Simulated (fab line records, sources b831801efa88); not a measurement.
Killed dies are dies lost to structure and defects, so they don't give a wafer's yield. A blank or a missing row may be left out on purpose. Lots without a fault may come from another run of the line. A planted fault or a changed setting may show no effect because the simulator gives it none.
Which tool did it? | flow sfq_line | 15 lots, 45 wafers sampled, at 2 steps of a route of 325

WHAT THE GAUGES READ, wafer by wafer
SFQ_M2_RS_MEAS_914: measures by four-point-probe. Usual: M2_NB_RS 0.889 ohm/sq, standard deviation 0.012.
lot  | measured     | on            | M2_NB_RS (ohm/sq) | flag
L830 | day 30 02:53 | film_metro-03 | 0.878 0.881 0.880 |
L831 | day 30 06:41 | film_metro-02 | 0.887 0.895 0.895 |
L832 | day 30 17:19 | film_metro-02 | 0.881 0.882 0.878 |
L833 | day 31 05:52 | film_metro-01 | 0.879 0.889 0.878 |
L834 | day 31 19:49 | film_metro-01 | 0.876 0.875 0.875 |
L835 | day 31 23:24 | film_metro-03 | 0.877 0.876 0.875 |
L837 | day 33 04:25 | film_metro-03 | 0.888 0.888 0.902 |
L840 | day 33 14:25 | film_metro-01 | 0.445 0.448 0.445 | OFF
L842 | day 33 20:29 | film_metro-03 | 0.887 0.892 0.871 |
L844 | day 34 01:32 | film_metro-01 | 0.439 0.447 0.440 | OFF
L845 | day 34 02:19 | film_metro-01 | 0.900 0.909 0.905 |
L846 | day 34 03:28 | film_metro-02 | 0.871 0.877 0.892 |
L847 | day 34 04:40 | film_metro-02 | 0.883 0.881 0.880 |
L849 | day 34 08:32 | film_metro-03 | 0.438 0.445 0.442 | OFF
L852 | day 34 14:22 | film_metro-01 | 0.887 0.890 0.885 |

WHICH TOOL RAN EACH LOT (tool, then ch and the chambers of the sampled wafers, then the start)
lot  | SFQ_TRILAYER_M2_DEP_SPUTTER_055
L830 | pvd_sputter-03, day 30 02:47
L831 | pvd_sputter-06, day 30 06:35
L832 | pvd_sputter-03, day 30 17:11
L833 | pvd_sputter-03, day 31 05:47
L834 | pvd_sputter-03, day 31 19:43
L835 | pvd_sputter-05, day 31 23:18
L837 | pvd_sputter-05, day 33 04:20
L840 | pvd_sputter-05, day 33 14:03
L842 | pvd_sputter-03, day 33 20:21
L844 | pvd_sputter-03, day 34 01:09
L845 | pvd_sputter-06, day 34 02:11
L846 | pvd_sputter-03, day 34 03:23
L847 | pvd_sputter-05, day 34 04:35
L849 | pvd_sputter-05, day 34 08:12
L852 | pvd_sputter-05, day 34 14:16
- SFQ_TRILAYER_M2_DEP_SPUTTER_055: material Nb, target thk 200 nm, time 133.3 s.

WHAT THE TOOLS THEMSELVES READ (means of the sampled wafers that have a number; where no wafer has one, the mark that the record gives instead)
SFQ_TRILAYER_M2_DEP_SPUTTER_055. Usual: throttle_valve_pct 29.6 %, standard deviation 0.57.
lot  | tool           | throttle_valve_pct (%) | flag
L830 | pvd_sputter-03 | 29.7                   |
L831 | pvd_sputter-06 | 29.7                   |
L832 | pvd_sputter-03 | 29.8                   |
L833 | pvd_sputter-03 | 29.8                   |
L834 | pvd_sputter-03 | 29.7                   |
L835 | pvd_sputter-05 | 29.4                   |
L837 | pvd_sputter-05 | 29.4                   |
L840 | pvd_sputter-05 | 30.0                   |
L842 | pvd_sputter-03 | 29.9                   |
L844 | pvd_sputter-03 | 29.3                   |
L845 | pvd_sputter-06 | 29.6                   |
L846 | pvd_sputter-03 | 30.0                   |
L847 | pvd_sputter-05 | 29.6                   |
L849 | pvd_sputter-05 | 29.9                   |
L852 | pvd_sputter-05 | 28.9                   |

THE ANSWER, worked out from the rows above alone
Rule: a lot is off if the mean of its wafers that have a number lies more than 3 standard deviations from the usual mean. A lot without any number at a reading at which 4 lots or more have one is off too. The other lots that the step has rows for count as sound. The gauges are gone through in route order, then the tools' own readings, and for those a lot's mean is taken as printed above. The first step at which some lot is off is used, and at that step the reading that is off furthest; a lot without a number counts as furthest.
Off: L840, L844, L849, at SFQ_M2_RS_MEAS_914 (M2_NB_RS).
A tool fits if, at a process step before that reading, it ran every lot that is off, and no sound lot after the first of them. The gauges at SFQ_M2_RS_MEAS_914 are tried like those tools. None of those tried fits.

WHAT THE SIMULATOR HAD PUT IN
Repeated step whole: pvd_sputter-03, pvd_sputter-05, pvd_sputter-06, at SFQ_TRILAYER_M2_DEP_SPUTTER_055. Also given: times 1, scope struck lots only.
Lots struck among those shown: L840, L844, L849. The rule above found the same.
